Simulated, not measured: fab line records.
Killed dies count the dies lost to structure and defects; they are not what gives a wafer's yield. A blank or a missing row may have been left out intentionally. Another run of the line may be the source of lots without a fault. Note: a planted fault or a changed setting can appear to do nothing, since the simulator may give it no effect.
The tool behind it: which one? -- flow gf180mcu -- 13 lots with 39 wafers sampled at 5 steps, on a route of 602 steps

## WHAT EACH GAUGE READ, for each wafer
GF_CONTACT_THK_MEAS_01.
lot,measured,on,CONTACT_CVD_00_THK (nm)
L195,day 15 03:40,filmMetro-01,298 297 299
L196,day 15 20:57,filmMetro-03,289 296 287
L197,day 16 01:20,filmMetro-04,300 298 298
L199,day 16 18:34,filmMetro-04,295 298 296
L200,day 17 09:19,filmMetro-03,293 295 294
L201,day 17 13:21,filmMetro-04,296 296 296
L202,day 18 10:27,filmMetro-01,301 308 304
L204,day 18 18:18,filmMetro-04,307 301 306
L205,day 19 03:10,filmMetro-04,294 297 292
L206,day 19 08:55,filmMetro-03,300 303 301
L207,day 20 00:07,filmMetro-04,295 293 293
L208,day 20 07:55,filmMetro-01,301 298 302
L217,day 23 06:17,filmMetro-01,308 307 305

GF_CONTACT_CD_MEAS_14: the cd target is 220 nm.
lot,measured,on,cdNm (nm)
L195,day 16 02:27,cdSem-02,221.5 221.2 221.8
L196,day 16 20:28,cdSem-02,217.4 218.9 218.1
L197,day 17 00:54,cdSem-02,219.7 220.8 221.2
L199,day 17 18:46,cdSem-01,220.4 220.9 219.7
L200,day 18 09:52,cdSem-02,218.3 217.7 216.8
L201,day 18 14:20,cdSem-02,218.7 220.5 217.5
L202,day 19 12:16,cdSem-01,218.3 218.5 218.0
L204,day 19 20:20,cdSem-02,221.4 221.7 221.4
L205,day 20 04:44,cdSem-02,220.2 220.6 219.9
L206,day 20 09:25,cdSem-01,218.2 217.9 218.0
L207,day 21 00:49,cdSem-02,219.4 220.6 218.6
L208,day 21 09:43,cdSem-02,222.3 220.1 220.6
L217,day 24 05:39,cdSem-02,192.6 193.0 193.1

## WHAT TOOL EACH LOT RAN ON (gives the tool, then ch and the chambers of the sampled wafers, and finally the start)
lot,GF_SALICIDE_SPUTTER_03,GF_SALICIDE_RTA_08,GF_CONTACT_EXPOSE_11
L195,"pvdSputter-02, day 15 03:07","rtpAnneal-01 ch 0, day 15 03:31","krfScanner-02 ch 0, day 15 15:44"
L196,"pvdSputter-03, day 15 20:24","rtpAnneal-02 ch 0, day 15 20:49","krfScanner-02 ch 0, day 16 09:01"
L197,"pvdSputter-03, day 16 00:40","rtpAnneal-02 ch 0, day 16 01:07","krfScanner-01 ch 0, day 16 13:22"
L199,"pvdSputter-03, day 16 18:01","rtpAnneal-02 ch 0, day 16 18:25","krfScanner-01 ch 0, day 17 07:05"
L200,"pvdSputter-03, day 17 08:45","rtpAnneal-01 ch 0, day 17 09:11","krfScanner-01 ch 0, day 17 22:25"
L201,"pvdSputter-03, day 17 12:48","rtpAnneal-01 ch 0, day 17 13:13","krfScanner-02 ch 0, day 18 02:27"
L202,"pvdSputter-02, day 18 09:53","rtpAnneal-01 ch 0, day 18 10:17","krfScanner-01 ch 0, day 18 23:41"
L204,"pvdSputter-04, day 18 17:42","rtpAnneal-01 ch 0, day 18 18:09","krfScanner-02 ch 0, day 19 07:40"
L205,"pvdSputter-02, day 19 02:36","rtpAnneal-02 ch 0, day 19 03:02","krfScanner-02 ch 0, day 19 16:20"
L206,"pvdSputter-03, day 19 08:21","rtpAnneal-01 ch 0, day 19 08:47","krfScanner-01 ch 0, day 19 22:08"
L207,"pvdSputter-04, day 19 23:34","rtpAnneal-01 ch 0, day 19 23:58","krfScanner-01 ch 0, day 20 12:44"
L208,"pvdSputter-04, day 20 07:20","rtpAnneal-02 ch 0, day 20 07:46","krfScanner-02 ch 0, day 20 22:06"
L217,"pvdSputter-02, day 23 05:44","rtpAnneal-02 ch 0, day 23 06:09","krfScanner-02 ch 0, day 23 17:53"
- GF_SALICIDE_SPUTTER_03: material TiN, target thk 20 nm, time 16.7 s.
- GF_SALICIDE_RTA_08: time 30 s.
- GF_CONTACT_EXPOSE_11: exposes mask Contact, target cd 220 nm.

## WHAT THE TOOLS THEMSELVES READ (means of the sampled wafers that have a number; where no wafer has one, the mark that the record gives instead)
GF_SALICIDE_SPUTTER_03.
lot,tool,throttleValvePct (%)
L195,pvdSputter-02,29.3
L196,pvdSputter-03,29.4
L197,pvdSputter-03,29.6
L199,pvdSputter-03,29.7
L200,pvdSputter-03,29.4
L201,pvdSputter-03,29.6
L202,pvdSputter-02,29.4
L204,pvdSputter-04,31.0
L205,pvdSputter-02,29.4
L206,pvdSputter-03,29.7
L207,pvdSputter-04,29.9
L208,pvdSputter-04,29.6
L217,pvdSputter-02,29.3

GF_SALICIDE_RTA_08.
lot,tool,lampPowerPct (%),wafer_temp_C_max
L195,rtpAnneal-01,17.4,803.0
L196,rtpAnneal-02,14.6,805.8
L197,rtpAnneal-02,14.7,804.8
L199,rtpAnneal-02,14.7,806.4
L200,rtpAnneal-01,17.3,803.6
L201,rtpAnneal-01,17.3,802.4
L202,rtpAnneal-01,17.3,802.8
L204,rtpAnneal-01,17.3,803.4
L205,rtpAnneal-02,14.7,805.6
L206,rtpAnneal-01,17.4,803.5
L207,rtpAnneal-01,17.4,803.4
L208,rtpAnneal-02,14.7,805.0
L217,rtpAnneal-02,14.6,804.7

GF_CONTACT_EXPOSE_11.
lot,tool,focusOffsetNm (nm)
L195,krfScanner-02,0.2
L196,krfScanner-02,-0.1
L197,krfScanner-01,-0.7
L199,krfScanner-01,0.6
L200,krfScanner-01,0.4
L201,krfScanner-02,-0.5
L202,krfScanner-01,0.4
L204,krfScanner-02,0.1
L205,krfScanner-02,0.1
L206,krfScanner-01,0.3
L207,krfScanner-01,0.5
L208,krfScanner-02,0.4
L217,krfScanner-02,0.2

## THE ANSWER, worked out from the rows above alone
Rule: usual is defined by the lots themselves. The widest of any qualifying gaps counts: lots, ordered by their means at a reading, are off when they make up no more than a third of the lots, leave a main group of 4 or more, and stand apart from it by 3 or more times the standard deviation of that group's means. A main group whose means are all the same, to the digits that the tables above print for the reading, isn't used. Also off: a lot with no number at a reading for which 4 or more lots have one. The other lots that the step has rows for count as sound. Order of review: gauges by route order, followed by the tools' own readings, for which a lot's mean as printed above is used. The first step at which some lot is off is used, and at that step the reading that is off furthest; a lot without a number counts as furthest.
Off: L217, at GF_CONTACT_CD_MEAS_14 (cdNm). For the main group the mean is 219.6 nm and the standard deviation 1.4.
If a tool, at a process step before that reading, ran all the lots that are off and no sound lot after the first of them, it fits. Those tools and the gauges at GF_CONTACT_CD_MEAS_14 are tried in the same way. Can't be told from this: 4 tools fit, pvdSputter-02 at GF_SALICIDE_SPUTTER_03, rtpAnneal-02 at GF_SALICIDE_RTA_08, krfScanner-02 at GF_CONTACT_EXPOSE_11, cdSem-02 at GF_CONTACT_CD_MEAS_14.

## WHAT WAS PUT IN BY THE SIMULATOR
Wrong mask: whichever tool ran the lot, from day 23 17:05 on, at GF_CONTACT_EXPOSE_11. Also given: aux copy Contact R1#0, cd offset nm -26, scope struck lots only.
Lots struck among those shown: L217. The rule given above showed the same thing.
